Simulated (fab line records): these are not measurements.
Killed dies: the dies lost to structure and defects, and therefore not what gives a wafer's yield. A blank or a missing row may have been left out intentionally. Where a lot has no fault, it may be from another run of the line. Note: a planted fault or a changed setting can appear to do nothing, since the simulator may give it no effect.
Which of the tools did it? / flow sky130 / Sampling: 10 lots, 30 wafers, 6 of 708 route steps

## WHAT EACH GAUGE READ, for each wafer
SKY_CAPM_RS_MEAS_03: the measuring method here is four-point-probe. Usual: CAPM_TIN_RS typically reads 6.92 ohm/sq, with standard deviation 0.069.
lot=L992; measured=day 37 14:17; on=filmMetro-02; CAPM_TIN_RS (ohm/sq)=6.97 6.99 7.02; flag=
lot=L995; measured=day 38 04:08; on=filmMetro-03; CAPM_TIN_RS (ohm/sq)=6.88 6.88 6.95; flag=
lot=L102; measured=day 40 11:20; on=filmMetro-03; CAPM_TIN_RS (ohm/sq)=6.95 6.98 6.91; flag=
lot=L103; measured=day 40 14:04; on=filmMetro-03; CAPM_TIN_RS (ohm/sq)=5.30 5.22 5.21; flag=OFF
lot=L105; measured=day 41 13:18; on=filmMetro-01; CAPM_TIN_RS (ohm/sq)=5.20 5.21 5.23; flag=OFF
lot=L107; measured=day 41 16:24; on=filmMetro-02; CAPM_TIN_RS (ohm/sq)=5.18 5.19 5.23; flag=OFF
lot=L108; measured=day 42 02:25; on=filmMetro-03; CAPM_TIN_RS (ohm/sq)=6.99 6.89 7.01; flag=
lot=L109; measured=day 42 12:31; on=filmMetro-02; CAPM_TIN_RS (ohm/sq)=6.95 7.00 6.93; flag=
lot=L113; measured=day 44 05:49; on=filmMetro-01; CAPM_TIN_RS (ohm/sq)=6.87 7.03 6.95; flag=
lot=L111; measured=day 44 08:34; on=filmMetro-03; CAPM_TIN_RS (ohm/sq)=6.91 6.85 6.90; flag=

SKY_CAPM_THK_MEAS_04: measures by xrf. Usual: CAPM_TIN_THK typically reads 201.8 nm, with standard deviation 2.3.
lot=L992; measured=day 37 14:23; on=filmMetro-02; CAPM_TIN_THK (nm)=201.8 200.6 200.1; flag=
lot=L995; measured=day 38 04:16; on=filmMetro-03; CAPM_TIN_THK (nm)=203.4 202.1 200.7; flag=
lot=L102; measured=day 40 11:27; on=filmMetro-03; CAPM_TIN_THK (nm)=201.4 201.1 201.5; flag=
lot=L103; measured=day 40 14:10; on=filmMetro-03; CAPM_TIN_THK (nm)=264.3 267.4 268.3; flag=OFF
lot=L105; measured=day 41 13:25; on=filmMetro-01; CAPM_TIN_THK (nm)=266.3 267.4 264.4; flag=OFF
lot=L107; measured=day 41 16:30; on=filmMetro-02; CAPM_TIN_THK (nm)=272.5 271.5 267.2; flag=OFF
lot=L108; measured=day 42 02:31; on=filmMetro-03; CAPM_TIN_THK (nm)=198.9 202.3 199.6; flag=
lot=L109; measured=day 42 12:37; on=filmMetro-02; CAPM_TIN_THK (nm)=203.1 200.6 202.9; flag=
lot=L113; measured=day 44 05:56; on=filmMetro-01; CAPM_TIN_THK (nm)=201.9 197.4 200.8; flag=
lot=L111; measured=day 44 08:40; on=filmMetro-03; CAPM_TIN_THK (nm)=201.7 203.6 201.7; flag=

SKY_CAPM_OVL_MEAS_12. Usual: CAPM_OVL typically reads 0.3 nm, with standard deviation 1.3.
lot=L992; measured=day 38 15:38; on=overlay-01; CAPM_OVL (nm)=0.9 2.2 2.0; flag=
lot=L995; measured=day 39 05:19; on=overlay-02; CAPM_OVL (nm)=1.2 1.9 1.1; flag=
lot=L102; measured=day 41 11:58; on=overlay-01; CAPM_OVL (nm)=-0.5 -0.3 -0.7; flag=
lot=L103; measured=day 41 13:33; on=overlay-01; CAPM_OVL (nm)=2.9 0.6 1.2; flag=
lot=L105; measured=day 42 12:07; on=overlay-01; CAPM_OVL (nm)=0.4 -0.6 1.4; flag=
lot=L107; measured=day 42 14:56; on=overlay-01; CAPM_OVL (nm)=-1.4 -1.7 -1.6; flag=
lot=L108; measured=day 43 00:38; on=overlay-01; CAPM_OVL (nm)=0.4 0.0 1.1; flag=
lot=L109; measured=day 43 11:12; on=overlay-02; CAPM_OVL (nm)=-0.2 -2.0 0.9; flag=
lot=L113; measured=day 45 03:41; on=overlay-02; CAPM_OVL (nm)=-1.0 0.1 -0.1; flag=
lot=L111; measured=day 45 06:13; on=overlay-02; CAPM_OVL (nm)=2.4 1.0 -0.2; flag=

## WHAT TOOL EACH LOT RAN ON (gives the tool, then ch and the chambers of the sampled wafers, and finally the start)
lot=L992; SKY_VIA2_CMP_02=cmp-01 ch 0,1,3, day 36 10:06; SKY_METAL3_SPUTTER_00=pvdSputter-02, day 37 13:55; SKY_CAPM_SPUTTER_02=pvdSputter-04, day 37 14:09
lot=L995; SKY_VIA2_CMP_02=cmp-02 ch 0,1,2, day 36 23:37; SKY_METAL3_SPUTTER_00=pvdSputter-04, day 38 03:48; SKY_CAPM_SPUTTER_02=pvdSputter-03, day 38 04:02
lot=L102; SKY_VIA2_CMP_02=cmp-01 ch 0,1,2, day 39 08:17; SKY_METAL3_SPUTTER_00=pvdSputter-02, day 40 10:59; SKY_CAPM_SPUTTER_02=pvdSputter-04, day 40 11:13
lot=L103; SKY_VIA2_CMP_02=cmp-01 ch 1,2,3, day 39 11:40; SKY_METAL3_SPUTTER_00=pvdSputter-01, day 40 13:40; SKY_CAPM_SPUTTER_02=pvdSputter-04, day 40 13:55
lot=L105; SKY_VIA2_CMP_02=cmp-02 ch 0,1,3, day 40 10:37; SKY_METAL3_SPUTTER_00=pvdSputter-01, day 41 12:57; SKY_CAPM_SPUTTER_02=pvdSputter-04, day 41 13:11
lot=L107; SKY_VIA2_CMP_02=cmp-01 ch 1,3, day 40 14:22; SKY_METAL3_SPUTTER_00=pvdSputter-01, day 41 16:01; SKY_CAPM_SPUTTER_02=pvdSputter-04, day 41 16:15
lot=L108; SKY_VIA2_CMP_02=cmp-01 ch 0,1,2, day 41 01:02; SKY_METAL3_SPUTTER_00=pvdSputter-01, day 42 02:02; SKY_CAPM_SPUTTER_02=pvdSputter-03, day 42 02:16
lot=L109; SKY_VIA2_CMP_02=cmp-01 ch 2,3, day 41 10:53; SKY_METAL3_SPUTTER_00=pvdSputter-04, day 42 12:08; SKY_CAPM_SPUTTER_02=pvdSputter-01, day 42 12:22
lot=L113; SKY_VIA2_CMP_02=cmp-01 ch 0,1, day 43 04:26; SKY_METAL3_SPUTTER_00=pvdSputter-01, day 44 05:28; SKY_CAPM_SPUTTER_02=pvdSputter-03, day 44 05:42
lot=L111; SKY_VIA2_CMP_02=cmp-02 ch 0,1,2, day 43 06:52; SKY_METAL3_SPUTTER_00=pvdSputter-04, day 44 08:11; SKY_CAPM_SPUTTER_02=pvdSputter-03, day 44 08:26
- SKY_VIA2_CMP_02: polishes SiO2.
- SKY_METAL3_SPUTTER_00: material Ti, target thk 15 nm, time 10 s.
- SKY_CAPM_SPUTTER_02: material TiN, target thk 200 nm, time 166.7 s.

## AS READ BY THE TOOLS THEMSELVES (means over the sampled wafers that have a number; for cases with no such wafer, the mark the record gives instead)
SKY_VIA2_CMP_02. Usual: headPressurePsi 4.001 psi, standard deviation 0.0099; motorCurrentA 12.5 A, standard deviation 1.3.
lot=L992; tool=cmp-01; headPressurePsi (psi)=4.010; motorCurrentA (A)=12.8; flag=
lot=L995; tool=cmp-02; headPressurePsi (psi)=3.987; motorCurrentA (A)=12.2; flag=
lot=L102; tool=cmp-01; headPressurePsi (psi)=3.991; motorCurrentA (A)=13.5; flag=
lot=L103; tool=cmp-01; headPressurePsi (psi)=4.000; motorCurrentA (A)=12.7; flag=
lot=L105; tool=cmp-02; headPressurePsi (psi)=4.008; motorCurrentA (A)=12.6; flag=
lot=L107; tool=cmp-01; headPressurePsi (psi)=3.996; motorCurrentA (A)=13.1; flag=
lot=L108; tool=cmp-01; headPressurePsi (psi)=3.995; motorCurrentA (A)=13.6; flag=
lot=L109; tool=cmp-01; headPressurePsi (psi)=4.003; motorCurrentA (A)=11.5; flag=
lot=L113; tool=cmp-01; headPressurePsi (psi)=4.009; motorCurrentA (A)=13.7; flag=
lot=L111; tool=cmp-02; headPressurePsi (psi)=4.006; motorCurrentA (A)=12.1; flag=

SKY_METAL3_SPUTTER_00. Usual: throttleValvePct 29.7 %, standard deviation 1.1.
lot=L992; tool=pvdSputter-02; throttleValvePct (%)=28.6; flag=
lot=L995; tool=pvdSputter-04; throttleValvePct (%)=30.1; flag=
lot=L102; tool=pvdSputter-02; throttleValvePct (%)=28.8; flag=
lot=L103; tool=pvdSputter-01; throttleValvePct (%)=30.7; flag=
lot=L105; tool=pvdSputter-01; throttleValvePct (%)=29.9; flag=
lot=L107; tool=pvdSputter-01; throttleValvePct (%)=30.7; flag=
lot=L108; tool=pvdSputter-01; throttleValvePct (%)=31.5; flag=
lot=L109; tool=pvdSputter-04; throttleValvePct (%)=30.0; flag=
lot=L113; tool=pvdSputter-01; throttleValvePct (%)=29.9; flag=
lot=L111; tool=pvdSputter-04; throttleValvePct (%)=30.1; flag=

SKY_CAPM_SPUTTER_02. Usual: throttleValvePct 29.9 %, standard deviation 0.71.
lot=L992; tool=pvdSputter-04; throttleValvePct (%)=30.2; flag=
lot=L995; tool=pvdSputter-03; throttleValvePct (%)=29.8; flag=
lot=L102; tool=pvdSputter-04; throttleValvePct (%)=29.7; flag=
lot=L103; tool=pvdSputter-04; throttleValvePct (%)=30.3; flag=
lot=L105; tool=pvdSputter-04; throttleValvePct (%)=29.6; flag=
lot=L107; tool=pvdSputter-04; throttleValvePct (%)=29.5; flag=
lot=L108; tool=pvdSputter-03; throttleValvePct (%)=29.7; flag=
lot=L109; tool=pvdSputter-01; throttleValvePct (%)=30.6; flag=
lot=L113; tool=pvdSputter-03; throttleValvePct (%)=29.6; flag=
lot=L111; tool=pvdSputter-03; throttleValvePct (%)=29.5; flag=

## THE ANSWER, worked out from the rows above alone
Rule: lot off if the mean of its wafers having a number is beyond 3 standard deviations from the usual mean. Also off: a lot with no number at a reading for which 4 or more lots have one. Where the step has rows for the other lots, those lots are counted as sound. First the gauges in route order, then the tools' own readings, where a lot's mean is used as printed above. At the first step where some lot is off, the reading lying furthest off is the one used; lots without a number count as furthest.
Off: L103, L105, L107, at SKY_CAPM_RS_MEAS_03 (CAPM_TIN_RS).
A tool fits if, at a process step before that reading, it ran every lot that is off, and no sound lot after the first of them. The gauges at SKY_CAPM_RS_MEAS_03 are tried like those tools. One candidate fits, namely pvdSputter-04 at SKY_CAPM_SPUTTER_02. Its last sound lot is L102 (day 40 11:13), its first lot that is off L103 (day 40 13:55): a fault that began between those two fits.

## WHAT THE SIMULATOR PUT IN
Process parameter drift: pvdSputter-04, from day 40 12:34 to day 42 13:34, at SKY_CAPM_SPUTTER_02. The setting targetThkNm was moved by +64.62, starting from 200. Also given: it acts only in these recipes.
Shown lots that were struck: L103, L105, L107. The rule given above showed the same thing.
